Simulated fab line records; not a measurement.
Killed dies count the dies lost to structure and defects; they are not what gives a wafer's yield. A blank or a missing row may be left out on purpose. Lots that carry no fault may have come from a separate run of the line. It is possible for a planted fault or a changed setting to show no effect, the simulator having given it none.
Comparing a struck lot with a sound one | flow sky130 | 14 out of 708 route steps
Sound: wafers L517.1, L517.2, L517.5. Struck: wafer L526.4; the same lot's L526.1 was not struck, so it is left out; see the end for the cause.
For every step that has rows: the tool of each side, followed by ch and its chambers, followed by its first start. Under that, the readings that differ: sound wafers | struck wafers | difference of the means | sigmas: that difference in standard deviations of wafers without a fault.
alike: readings whose means differ by less than 2 such deviations, and words and numbers that are the same on both sides. not compared: withheld readings, readings that some wafer has no value for, bounds like >300 that may hide the same value, and numbers for which the record gives no deviation and whose values overlap.
The two part at a step that has a row with sigmas, a row that says differs or no value, or rows on one side only. Numbers that don't overlap but have no deviation are shown without sigmas and don't part them. A reading that every wafer of one side lacks parts them only if that side has two wafers or more.

first, 4 steps without rows for these wafers: SKY_VIA3_SOFTBAKE_08 (time 90 s); SKY_VIA3_EXPOSE_09 (exposes mask VIM3, target cd 200 nm); SKY_VIA3_PEB_10; SKY_VIA3_DEVELOP_11 (develop time 60 s).
SKY_VIA3_CD_MEAS_12: the cd target is 200 nm.
  sound on cd sem-01 at day 41 16:18; struck on cd sem-01 at day 42 19:08
  reading    | sound             | struck | difference | sigmas
  cd nm (nm) | 198.7 198.3 197.4 | 202.4  | +4.3       | +4
SKY_VIA3_OVL_MEAS_13:
  sound on overlay-01 at day 41 16:25; struck on overlay-01 at day 42 19:15
  alike: VIA3_OVL
SKY_VIA3_ETCH_14: etches BARC in N2/H2, stops on SiO2, time 45.9 s, target depth 60 nm.
  sound on rie diel-01 ch 2,3, day 41 16:27; struck on rie diel-02 ch 2, day 42 19:17
  reading               | sound             | struck | difference | sigmas
  oes product au (a.u.) | 0.850 0.850 0.845 | 0.861  | +0.013     | +2
  alike: drypump motor current A, n2 flow sccm, throttle valve pct
  not compared: rf hours counter h
SKY_VIA3_ETCH_15: etches SiO2 in C4F8/O2/Ar, stops on TiN, target depth 507 nm, time 78 s.
  sound on rie diel-01 ch 2,3, day 41 16:29; struck on rie diel-02 ch 2, day 42 19:20
  alike: oes product au
  not compared: rf hours counter h
SKY_VIA3_STRIP_16: strips in O2/N2.
  sound on plasma asher-04 ch 0,1, day 41 16:33; struck on plasma asher-02 ch 0, day 42 19:23
  reading               | sound             | struck | difference | sigmas
  oes product au (a.u.) | 0.403 0.412 0.409 | 0.396  | -0.012     | -3
  alike: drypump motor current A, n2 flow sccm, strip time to endpoint s
  not compared: rf hours counter h
then, 3 steps without rows for these wafers: SKY_VIA3_STRIP_17 (strips in post etch residue remover, time 1200 s); SKY_VIA3_CLEAN_18 (cleans in IPA, time 180 s); SKY_VIA3_CLEAN_19 (cleans in O3/DIW).
SKY_VIA3_SPUTTER_20: material TiN, target thk 20 nm, time 80 s.
  sound on pvd sputter-04 at day 41 17:35; struck on pvd sputter-02 at day 42 19:59
  reading                                  | sound            | struck | difference | sigmas
  throttle valve pct (%)                   | 29.8 31.4 31.3   | 28.8   | -2.0       | -2
  model.TiN_of_VIA3_SPUTTER_20.thk nm (nm) | 20.19 20.31 20.4 | 27.24  | +6.94      |
SKY_VIA3_CVD_21: deposits W, target thk 390 nm, time 117.31 s.
  sound on cvd w-02 ch 0,1, day 41 17:38; struck on cvd w-01 ch 1, day 42 20:03
  alike: heater power w

== WHERE THEY PART ==
First at SKY_VIA3_CD_MEAS_12; last, within this record, at SKY_VIA3_SPUTTER_20. Later steps at which nothing parts them and some readings are alike: SKY_VIA3_CVD_21.

WHY: what had been put in by the simulator
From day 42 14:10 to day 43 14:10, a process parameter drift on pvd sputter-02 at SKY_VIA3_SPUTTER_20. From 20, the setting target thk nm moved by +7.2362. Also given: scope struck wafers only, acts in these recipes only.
